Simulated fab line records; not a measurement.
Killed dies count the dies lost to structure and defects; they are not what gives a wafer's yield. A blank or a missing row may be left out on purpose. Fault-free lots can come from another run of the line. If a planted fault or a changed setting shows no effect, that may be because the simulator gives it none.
Which tool is to blame? ; flow gf180mcu ; 12 lots with 36 wafers sampled at 6 steps, on a route of 602 steps

== WHAT THE GAUGES READ, wafer by wafer ==
GF_VT_IMPLANT_RS_MEAS_49: the measuring method here is four-point-probe. Usual: MVPSD_RS 1168.8 ohm/sq, standard deviation 2.8.
lot;measured;on;MVPSD_RS (ohm/sq);flag
L365;day 7 22:33;film metro-03;1170.9 1173.8 1174.9;
L366;day 8 01:26;film metro-04;1164.5 1162.8 1166.5;
L367;day 8 02:37;film metro-03;1167.5 1170.6 1172.2;
L371;day 9 09:37;film metro-02;1168.7 1168.8 1168.8;
L373;day 10 04:54;film metro-02;1170.2 1171.9 1169.0;
L374;day 10 08:53;film metro-02;1077.4 1077.3 1079.8 1075.4 1075.4 1078.0;OFF
L376;day 10 18:49;film metro-02;1078.1 1076.1 1076.9 1078.6 1078.3 1076.4;OFF
L380;day 11 18:40;film metro-04;1171.6 1172.1 1174.6;
L381;day 12 02:10;film metro-03;1168.3 1164.6 1167.0;
L383;day 12 15:02;film metro-02;1171.3 1170.6 1169.6;
L385;day 13 02:14;film metro-04;1161.9 1162.6 1166.7;
L388;day 13 21:15;film metro-02;1171.3 1174.1 1171.2;

GF_PSD_CD_MEAS_07 targets a cd of 400 nm. Usual: cd nm reads 400 nm (standard deviation 3.1).
lot;measured;on;cd nm (nm);flag
L365;day 14 13:41;cd sem-02;398 397 396;
L366;day 14 15:46;cd sem-02;403 403 402;
L367;day 15 00:50;cd sem-01;401 399 399;
L371;day 16 15:58;cd sem-02;401 400 398;
L373;day 17 14:04;cd sem-01;397 396 395;
L374;day 17 18:53;cd sem-02;402 404 403;
L376;day 18 13:49;cd sem-02;397 396 398;
L380;day 19 12:32;cd sem-01;402 400 400;
L381;day 19 21:34;cd sem-02;396 395 396;
L383;day 20 09:26;cd sem-01;396 396 398;
L385;day 21 01:11;cd sem-02;399 400 399;
L388;day 22 01:55;cd sem-02;403 404 403;

GF_SAB_THK_MEAS_01. Usual: SAB_CVD_00_THK 50.3 nm, standard deviation 0.69.
lot;measured;on;SAB_CVD_00_THK (nm);flag
L365;day 14 14:35;film metro-01;49.9 50.8 51.2;
L366;day 14 16:38;film metro-02;50.7 51.0 50.7;
L367;day 15 01:45;film metro-03;50.0 50.4 51.4;
L371;day 16 16:51;film metro-03;50.4 50.8 51.1;
L373;day 17 14:55;film metro-03;49.8 49.8 49.5;
L374;day 17 19:45;film metro-01;49.0 49.6 49.7;
L376;day 18 14:47;film metro-02;49.3 48.5 49.9;
L380;day 19 13:23;film metro-03;50.1 51.1 51.0;
L381;day 19 22:26;film metro-01;49.6 50.9 51.7;
L383;day 20 10:26;film metro-01;50.4 50.6 51.1;
L385;day 21 02:05;film metro-03;50.1 50.4 51.0;
L388;day 22 02:46;film metro-03;49.6 51.3 50.3;

GF_SALICIDE_THK_MEAS_05: measures by xrf. Usual: SALICIDE_TIN_THK 20.10 nm, standard deviation 0.29.
lot;measured;on;SALICIDE_TIN_THK (nm);flag
L365;day 15 12:13;film metro-01;20.01 19.95 19.73;
L366;day 15 14:08;film metro-03;20.42 20.35 20.19;
L367;day 15 23:24;film metro-04;20.46 20.29 20.40;
L371;day 17 15:33;film metro-04;20.06 19.81 19.90;
L373;day 18 14:55;film metro-01;19.93 19.89 20.44;
L374;day 18 19:22;film metro-01;19.84 20.01 19.90;
L376;day 19 13:31;film metro-04;20.35 20.11 20.25;
L380;day 20 13:52;film metro-01;20.13 20.13 20.07;
L381;day 20 22:35;film metro-01;20.23 20.56 20.44;
L383;day 21 10:16;film metro-03;19.66 19.59 19.60;
L385;day 22 02:55;film metro-04;19.72 19.61 19.82;
L388;day 23 02:43;film metro-04;20.30 20.13 20.09;

== WHAT TOOL EACH LOT RAN ON (gives the tool, then ch and the chambers of the sampled wafers, and finally the start) ==
lot;GF_MVPSD_IMPLANT_09;GF_VT_IMPLANT_WET_ETCH_50
L365;implanter-01 ch 0, day 5 07:03;wet bench-01 ch 0, day 7 22:38
L366;implanter-03 ch 0, day 5 09:51;wet bench-04 ch 1, day 8 01:29
L367;implanter-03 ch 0, day 5 11:03;wet bench-03 ch 3, day 8 02:44
L371;implanter-03 ch 0, day 6 16:05;wet bench-01 ch 1, day 9 09:44
L373;implanter-04 ch 0, day 7 09:16;wet bench-03 ch 1, day 10 05:00
L374;implanter-03 ch 0, day 7 12:09;wet bench-01 ch 0, day 10 12:42
L376;implanter-03 ch 0, day 7 23:26;wet bench-01 ch 3, day 10 22:07
L380;implanter-04 ch 0, day 8 19:12;wet bench-01 ch 3, day 11 18:47
L381;implanter-04 ch 0, day 9 02:05;wet bench-01 ch 3, day 12 02:17
L383;implanter-01 ch 0, day 9 14:04;wet bench-04 ch 0, day 12 15:08
L385;implanter-04 ch 0, day 9 23:43;wet bench-04 ch 2, day 13 02:18
L388;implanter-04 ch 0, day 10 15:52;wet bench-04 ch 1, day 13 21:21
- GF_MVPSD_IMPLANT_09
- GF_VT_IMPLANT_WET_ETCH_50: etches SiO2 in dHF, target depth 20 nm, time 400 s.

== WHAT THE TOOLS THEMSELVES READ (means of the sampled wafers that have a number; where no wafer has one, the mark that the record gives instead) ==
GF_MVPSD_IMPLANT_09. Usual: dose ions cm2 4.999e+12, standard deviation 5.5e+09; faraday current uA 28.2, standard deviation 0.57.
lot;tool;dose ions cm2;faraday current uA;flag
L365;implanter-01;5.004e+12;28.7;
L366;implanter-03;5.006e+12;28.3;
L367;implanter-03;4.998e+12;28.4;
L371;implanter-03;5.002e+12;28.2;
L373;implanter-04;4.995e+12;27.5;
L374;implanter-03;7.411e+12;42.2;OFF
L376;implanter-03;7.415e+12;42.1;OFF
L380;implanter-04;5.003e+12;28.2;
L381;implanter-04;4.996e+12;27.9;
L383;implanter-01;4.999e+12;28.0;
L385;implanter-04;5.001e+12;28.4;
L388;implanter-04;4.992e+12;27.6;

== THE ANSWER, worked out from the rows above alone ==
Rule: take the mean of a lot's wafers that have a number; if it is more than 3 standard deviations from the usual mean, the lot is off. Also off: a lot with no number at a reading for which 4 or more lots have one. The other lots that the step has rows for count as sound. After the gauges, taken in route order, come the tools' own readings; for these a lot's mean is taken, as printed above. The first step at which some lot is off is used, and at that step the reading that is off furthest; a lot without a number counts as furthest.
Off: L374, L376, at GF_VT_IMPLANT_RS_MEAS_49 (MVPSD_RS).
A tool fits if, at a process step before that reading, it ran every lot that is off, and no sound lot after the first of them. Not tried: the gauges at GF_VT_IMPLANT_RS_MEAS_49; whatever is off there is also off at GF_MVPSD_IMPLANT_09, on other tools, and gauge error can't account for it. One candidate fits, namely implanter-03 at GF_MVPSD_IMPLANT_09. Its last sound lot is L371 (day 6 16:05), its first lot that is off L374 (day 7 12:09): a fault that began between those two fits.
The tool's own readings at GF_MVPSD_IMPLANT_09 bear it out: on the lots that are off they differ by more than 5 times the standard deviation of the sound lots' means. dose ions cm2 reads 7.413e+12 there against 5.000e+12 on the sound lots; faraday current uA reads 42.2 there against 28.1 on the sound lots.

== WHAT THE SIMULATOR HAD PUT IN ==
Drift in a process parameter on implanter-03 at GF_MVPSD_IMPLANT_09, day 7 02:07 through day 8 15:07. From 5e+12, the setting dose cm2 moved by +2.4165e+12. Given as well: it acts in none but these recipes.
Lots struck among those shown: L374, L376. The rule above found the same.
